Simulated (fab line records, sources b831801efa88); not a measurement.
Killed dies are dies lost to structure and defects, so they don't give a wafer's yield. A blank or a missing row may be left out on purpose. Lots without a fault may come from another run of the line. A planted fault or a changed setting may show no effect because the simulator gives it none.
Which tool did it? | flow sky130 | 12 lots, 36 wafers sampled, at 4 steps of a route of 708

WHAT THE GAUGES READ, wafer by wafer
SKY_METAL3_CD_MEAS_13: target cd 300 nm.
lot  | measured     | on        | cd_nm (nm)
L074 | day 38 12:43 | cd_sem-01 | 297.3 296.5 297.4
L077 | day 39 00:51 | cd_sem-01 | 299.4 298.9 299.4
L079 | day 39 17:31 | cd_sem-01 | 300.2 300.2 300.0
L081 | day 40 22:46 | cd_sem-02 | 296.6 297.5 296.5
L083 | day 41 03:02 | cd_sem-02 | 299.5 301.8 300.3
L085 | day 41 14:19 | cd_sem-02 | 298.7 300.3 297.4
L086 | day 42 16:13 | cd_sem-01 | 299.7 299.2 299.8
L089 | day 43 04:59 | cd_sem-02 | 298.8 298.6 298.6
L090 | day 43 09:17 | cd_sem-02 | 300.1 299.6 298.4
L093 | day 43 13:52 | cd_sem-01 | 299.9 302.0 301.1
L095 | day 44 04:23 | cd_sem-01 | 299.8 300.0 298.1
L097 | day 44 20:25 | cd_sem-01 | 300.7 301.9 300.7

WHICH TOOL RAN EACH LOT (tool, then ch and the chambers of the sampled wafers, then the start)
lot  | SKY_VIA2_CMP_02               | SKY_VIA2_ETCH_15                   | SKY_CAPM_METAL_ETCH_13
L074 | cmp-01 ch 0,2,3, day 35 04:05 | rie_diel-04 ch 0,3, day 36 06:50   | rie_metal-01 ch 0,1, day 37 10:22
L077 | cmp-02 ch 1,2,3, day 35 17:29 | rie_diel-03 ch 0,2, day 36 20:19   | rie_metal-01 ch 0,1, day 38 00:28
L079 | cmp-02 ch 0,1,2, day 36 11:00 | rie_diel-02 ch 0,3, day 37 13:50   | rie_metal-02 ch 0,1, day 38 16:43
L081 | cmp-02 ch 0,1,3, day 37 16:44 | rie_diel-04 ch 2,3, day 38 18:40   | rie_metal-01 ch 0, day 39 21:19
L083 | cmp-02 ch 0,1,3, day 37 22:56 | rie_diel-04 ch 0,1,2, day 38 23:52 | rie_metal-01 ch 0, day 40 02:04
L085 | cmp-01 ch 1,2, day 38 11:32   | rie_diel-03 ch 2,3, day 39 12:14   | rie_metal-04 ch 0,1, day 40 14:26
L086 | cmp-02 ch 0,1,2, day 39 14:50 | rie_diel-04 ch 0,1,3, day 40 16:05 | rie_metal-04 ch 0,1, day 41 17:36
L089 | cmp-02 ch 2,3, day 40 03:50   | rie_diel-03 ch 0,3, day 41 04:31   | rie_metal-04 ch 0,1, day 42 05:39
L090 | cmp-02 ch 0,1,3, day 40 08:26 | rie_diel-03 ch 1,2, day 41 09:11   | rie_metal-02 ch 1, day 42 09:51
L093 | cmp-02 ch 1,2,3, day 40 15:05 | rie_diel-03 ch 2,3, day 41 14:32   | rie_metal-02 ch 0,1, day 42 15:01
L095 | cmp-01 ch 0,2,3, day 41 05:15 | rie_diel-03 ch 1,2,3, day 42 04:37 | rie_metal-04 ch 0,1, day 43 04:40
L097 | cmp-01 ch 0,1,2, day 41 20:18 | rie_diel-04 ch 0,2,3, day 42 20:02 | rie_metal-04 ch 0,1, day 43 21:16
- SKY_VIA2_CMP_02: polishes SiO2.
- SKY_VIA2_ETCH_15: etches SiO2 in C4F8/O2/Ar, stops on TiN, target depth 546 nm, time 84 s.
- SKY_CAPM_METAL_ETCH_13: etches TiN in Cl2/BCl3, stops on SiO2, target depth 220 nm, time 62.9 s.

THE ANSWER, worked out from the rows above alone
Rule: what is usual is taken from the lots themselves. Put in order of their means at a reading, lots are off if they are a third of the lots or fewer, leave a main group of 4 or more, and stand apart from it by a gap of 3 or more times the standard deviation of the main group's means; of several such gaps the widest counts. A main group whose means are all the same, to the digits that the tables above print for the reading, isn't used. A lot without any number at a reading at which 4 lots or more have one is off too. The other lots that the step has rows for count as sound.
No lot is off at any reading shown: from this, nothing can be told.

WHAT THE SIMULATOR HAD PUT IN
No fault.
